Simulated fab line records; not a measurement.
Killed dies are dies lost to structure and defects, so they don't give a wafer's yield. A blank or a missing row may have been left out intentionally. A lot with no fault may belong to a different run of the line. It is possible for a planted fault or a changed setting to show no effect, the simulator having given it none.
8D (eight disciplines) problem report, filled in by code | flow sky130 | the parts of the form that need people (team, actions taken, sign-off) are left out

## 1. WHAT IS WRONG
oesProductAu at SKY_VIA2_ETCH_14 reads a mean of 0.921 a.u. on 2 wafers of 2 lots; wafers without a fault read 0.854 a.u. with a standard deviation of 0.0042. That is +16 standard deviations from the usual mean.
The step: etches BARC in N2/H2, stops on SiO2, time 45.9 s, target depth 60 nm.
The first sign was on wafer L554.3 at day 41 02:57, on rieDiel-04. At this step, 40 wafers from 14 lots have a number in the record. Rule for "out" (also "out of limits"): further than 4 standard deviations from the usual mean. The other wafers with a number count as sound.

## 2. WHAT IT IS; WHAT IT IS NOT
question                    | is                       | is not
which readings at this step | oesProductAu, runLengthS | drypumpMotorCurrentA, n2FlowSccm, throttleValvePct
which lots                  | L554, L557               | L538, L539, L540, L541, L542, L543, L544, L546, L548, L550, L551, L560
which wafers of those lots  | L554.3, L557.2           | L554.6, L557.6
read on which tools         | rieDiel-04               | rieDiel-02, rieDiel-03
when                        | from day 41 02:57        | up to then (34 sound wafers); but 4 sound wafers of L557, L560 came after

## 3. WHAT RULES OUT EACH SUSPECT
Counting: a tool at a process step up to the reading stays a suspect if it ran every lot that is out. Sound lots after the first of them don't rule it out here, since some wafers of a struck lot are sound.
- rieDiel-04 at SKY_VIA2_ETCH_14 (etches BARC in N2/H2, stops on SiO2, time 45.9 s, target depth 60 nm): kept. Every lot that is out went through it, the first being L554 (day 41 02:57); the last sound lot it ran before that was L551 (day 40 05:10). On those wafers its own readings are out: oesProductAu, runLengthS.
After counting, what remains is rieDiel-04 at SKY_VIA2_ETCH_14.

## 4. THE CAUSE (what the simulator had put in)
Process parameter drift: rieDiel-04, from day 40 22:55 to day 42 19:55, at SKY_VIA2_ETCH_14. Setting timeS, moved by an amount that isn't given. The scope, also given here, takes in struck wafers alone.
Counting left only this tool.

## 5. THE EFFECT CHAIN, in route order
One row per reading whose mean, taken over the struck wafers that have a number, lies over 3 standard deviations from the usual. Readings are gone through only where the record gives a usual standard deviation; hours: the median, over the lots, of the time from a lot's start at the first step in this table giving one to that lot's start at this step; sigmas: the change measured in usual standard deviations.
hours | step             | reading      | usual      | on struck wafers | change | sigmas
0     | SKY_VIA2_ETCH_14 | oesProductAu | 0.854 a.u. | 0.921            | +0.067 | +16
0     | SKY_VIA2_ETCH_14 | runLengthS   | 74.2 s     | 70.9             | -3.3   | -10
Here are the process steps it includes:
- SKY_VIA2_ETCH_14: etches BARC in N2/H2, stops on SiO2, time 45.9 s, target depth 60 nm.
Readings that are blank on the struck wafers while sound wafers have them: rfFwdPowerW at SKY_VIA2_ETCH_14.

## 6. HOW IT WOULD HAVE BEEN CAUGHT EARLIER
In this record the first reading out of limits was taken at day 41 02:57, 4 hours after the fault began at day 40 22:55.
